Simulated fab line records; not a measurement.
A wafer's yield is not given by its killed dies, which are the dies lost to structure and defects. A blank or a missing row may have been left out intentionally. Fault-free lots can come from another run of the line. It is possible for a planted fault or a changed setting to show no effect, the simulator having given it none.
Which tool is to blame? ; flow sfqLine ; Sampling: 14 lots, 42 wafers, 2 of 325 route steps

## WHAT THE GAUGES READ, wafer by wafer
SFQ_M3_RS_MEAS_919: the measuring method here is four-point-probe.
lot;measured;on;M3_NB_RS (ohm/sq)
L443;day 36 22:11;filmMetro-02;0.897 0.893 0.893
L444;day 37 00:48;filmMetro-03;0.893 0.896 0.899
L445;day 37 03:13;filmMetro-02;0.887 0.902 0.894
L446;day 37 16:31;filmMetro-02;0.880 0.889 0.880
L447;day 39 10:23;filmMetro-02;0.911 0.897 0.917
L449;day 39 15:11;filmMetro-04;0.902 0.903 0.899
L453;day 41 08:41;filmMetro-04;0.874 0.875 0.876
L454;day 42 01:28;filmMetro-04;0.891 0.886 1.194 0.894 0.887 1.191
L456;day 42 09:50;filmMetro-04;1.160 0.884 1.168 1.158 0.880 1.167
L458;day 42 13:26;filmMetro-04;0.905 0.899 0.905
L461;day 42 19:29;filmMetro-03;0.896 0.909 0.905
L463;day 43 01:34;filmMetro-04;0.891 0.898 0.905
L464;day 43 02:52;filmMetro-02;0.887 0.875 0.883
L466;day 43 07:59;filmMetro-03;0.884 0.882 0.880

## WHAT TOOL EACH LOT RAN ON (gives the tool, then ch and the chambers of the sampled wafers, and finally the start)
lot;SFQ_TRILAYER_M3_DEP_SPUTTER_073
L443;pvdSputter-04, day 36 22:05
L444;pvdSputter-03, day 37 00:41
L445;pvdSputter-04, day 37 03:05
L446;pvdSputter-03, day 37 16:25
L447;pvdSputter-04, day 39 10:16
L449;pvdSputter-04, day 39 15:04
L453;pvdSputter-03, day 41 08:34
L454;pvdSputter-04, day 42 01:20
L456;pvdSputter-04, day 42 09:44
L458;pvdSputter-06, day 42 13:20
L461;pvdSputter-06, day 42 19:20
L463;pvdSputter-06, day 43 01:27
L464;pvdSputter-03, day 43 02:47
L466;pvdSputter-03, day 43 07:54
- SFQ_TRILAYER_M3_DEP_SPUTTER_073: material Nb, target thk 200 nm, time 133.3 s.

## AS READ BY THE TOOLS THEMSELVES (means over the sampled wafers that have a number; for cases with no such wafer, the mark the record gives instead)
SFQ_TRILAYER_M3_DEP_SPUTTER_073.
lot;tool;throttleValvePct (%)
L443;pvdSputter-04;30.0
L444;pvdSputter-03;31.0
L445;pvdSputter-04;30.8
L446;pvdSputter-03;30.1
L447;pvdSputter-04;30.8
L449;pvdSputter-04;29.6
L453;pvdSputter-03;30.2
L454;pvdSputter-04;29.6
L456;pvdSputter-04;31.1
L458;pvdSputter-06;30.8
L461;pvdSputter-06;30.9
L463;pvdSputter-06;30.2
L464;pvdSputter-03;30.9
L466;pvdSputter-03;31.2

## THE ANSWER, worked out from the rows above alone
Rule: usual is defined by the lots themselves. The widest of any qualifying gaps counts: lots, ordered by their means at a reading, are off when they make up no more than a third of the lots, leave a main group of 4 or more, and stand apart from it by 3 or more times the standard deviation of that group's means. The tables above print the reading to a certain number of digits; a main group whose means all agree to those digits is not used. A lot without any number at a reading at which 4 lots or more have one is off too. The other lots that the step has rows for count as sound. First the gauges in route order, then the tools' own readings, where a lot's mean is used as printed above. At the first step where some lot is off, the reading lying furthest off is the one used; lots without a number count as furthest.
Off: L454, L456, at SFQ_M3_RS_MEAS_919 (M3_NB_RS). The main group has a mean of 0.893 ohm/sq with a standard deviation of 0.01.
If a tool, at a process step before that reading, ran all the lots that are off and no sound lot after the first of them, it fits. Gauges at SFQ_M3_RS_MEAS_919: tried the same way as those tools. One fits: SFQ_TRILAYER_M3_DEP_SPUTTER_073 on pvdSputter-04. A fault onset in the window from L449 (day 39 15:04, its last sound lot) to L454 (day 42 01:20, its first lot off) fits.

## WHAT HAD BEEN PUT IN BY THE SIMULATOR
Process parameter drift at SFQ_TRILAYER_M3_DEP_SPUTTER_073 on pvdSputter-04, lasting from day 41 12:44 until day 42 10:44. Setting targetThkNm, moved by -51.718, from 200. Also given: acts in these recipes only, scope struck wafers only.
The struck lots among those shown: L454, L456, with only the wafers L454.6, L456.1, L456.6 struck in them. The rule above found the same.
